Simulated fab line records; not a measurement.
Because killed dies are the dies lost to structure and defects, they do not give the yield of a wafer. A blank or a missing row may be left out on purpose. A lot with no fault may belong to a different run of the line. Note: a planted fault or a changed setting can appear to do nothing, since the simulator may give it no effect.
A lot that was struck, set against a sound lot | flow sky130 | 16 steps out of a route of 708
Sound: wafers L335.3, L335.4, L335.6. Wafers struck: L343.1, L343.3, L343.6. At the end, the cause is stated.
For every step that has rows: the tool of each side, followed by ch and its chambers, followed by its first start. Under that, the readings that differ: sound wafers | struck wafers | difference of the means | sigmas: that difference in standard deviations of wafers without a fault.
alike: a reading whose means differ by less than 2 such deviations, as well as words and numbers matching on both sides. not compared: withheld readings; readings where some wafer has no value; bounds like >300 that might hide an equal value; numbers whose values overlap and for which the record gives no deviation.
Wherever a step has rows on one side only, a row that says differs or no value, or a row with sigmas, the two part there. Numbers that don't overlap but have no deviation are shown without sigmas and don't part them. A reading missing from all wafers of one side parts the sides only when that side holds two or more wafers.

first, 3 steps without rows for these wafers: SKY_METAL2_EXPOSE_12 (exposes mask MM2, target cd 140 nm); SKY_METAL2_PEB_13; SKY_METAL2_DEVELOP_14 (develop time 60 s).
SKY_METAL2_CD_MEAS_15: target cd 140 nm.
  sound: cd-sem-01 at day 36 12:32; struck: cd-sem-01 at day 38 06:36
  alike: cd-nm
SKY_METAL2_OVL_MEAS_16:
  sound: overlay-01 at day 36 12:38; struck: overlay-01 at day 38 06:43
  alike: METAL2_OVL
SKY_METAL2_DESCUM_17: chemistry O2, time 8 s.
  sound on rie-metal-01 ch 0,1, day 36 12:40; struck on rie-metal-01 ch 0,1, day 38 06:46
  alike: drypump-motor-current-A, oes-product-au
  not compared: rf-hours-counter-h
SKY_METAL2_ETCH_18: etches BARC in N2/H2, stops on SiO2, time 45.9 s, target depth 60 nm.
  sound on rie-metal-01 ch 0,1, day 36 12:43; struck on rie-metal-01 ch 0,1, day 38 06:48
  alike: bias-w, drypump-motor-current-A, oes-product-au, throttle-valve-pct
  not compared: rf-hours-counter-h
SKY_METAL2_METAL_ETCH_19: etches the open film in Cl2/BCl3, stops on SiO2, target depth 360 nm, time 78 s.
  sound on rie-metal-01 ch 0,1, day 36 12:47; struck on rie-metal-01 ch 0,1, day 38 06:53
  alike: bias-w, drypump-motor-current-A, oes-product-au, throttle-valve-pct
  not compared: rf-hours-counter-h
SKY_METAL2_STRIP_20: strips in O2/N2.
  sound on plasma-asher-02 ch 0,1, day 36 12:53; struck on plasma-asher-04 ch 0,1, day 38 07:01
  alike: drypump-motor-current-A, oes-product-au, strip-time-to-endpoint-s
  not compared: rf-hours-counter-h
then, 3 steps without rows for these wafers: SKY_METAL2_STRIP_21 (strips in post etch residue remover, time 1200 s); SKY_METAL2_CLEAN_22 (cleans in IPA, time 180 s); SKY_METAL2_CLEAN_23 (cleans in O3/DIW).
SKY_VIA2_HDPCVD_00: deposits SiO2, target thk 1180 nm, time 196.7 s.
  sound on hdpcvd-01 ch 0,1, day 36 13:32; struck on hdpcvd-01 ch 0,2, day 38 07:56
SKY_VIA2_THK_MEAS_01:
  sound: film-metro-02 at day 36 13:40; struck: film-metro-02 at day 38 08:03
  reading              | sound          | struck         | difference | sigmas
  VIA2_HDPCVD_THK (nm) | 1187 1201 1195 | 2398 2388 2366 | +1190      | +92
SKY_VIA2_CMP_02: polishes SiO2.
  sound on cmp-01 ch 1,2,3, day 36 13:46; struck on cmp-01 ch 2,3, day 38 08:40
  alike: motor-current-A, slurry-flow-ml-min
SKY_PAD_OPEN_PROBE_99:
  rows exist in the record for the sound wafers here (prober-01, day 46 20:01), none for the struck ones

== WHERE THEY PART ==
At SKY_VIA2_THK_MEAS_01 first; at SKY_PAD_OPEN_PROBE_99 last (within this record only).

WHY: whatever the simulator had introduced
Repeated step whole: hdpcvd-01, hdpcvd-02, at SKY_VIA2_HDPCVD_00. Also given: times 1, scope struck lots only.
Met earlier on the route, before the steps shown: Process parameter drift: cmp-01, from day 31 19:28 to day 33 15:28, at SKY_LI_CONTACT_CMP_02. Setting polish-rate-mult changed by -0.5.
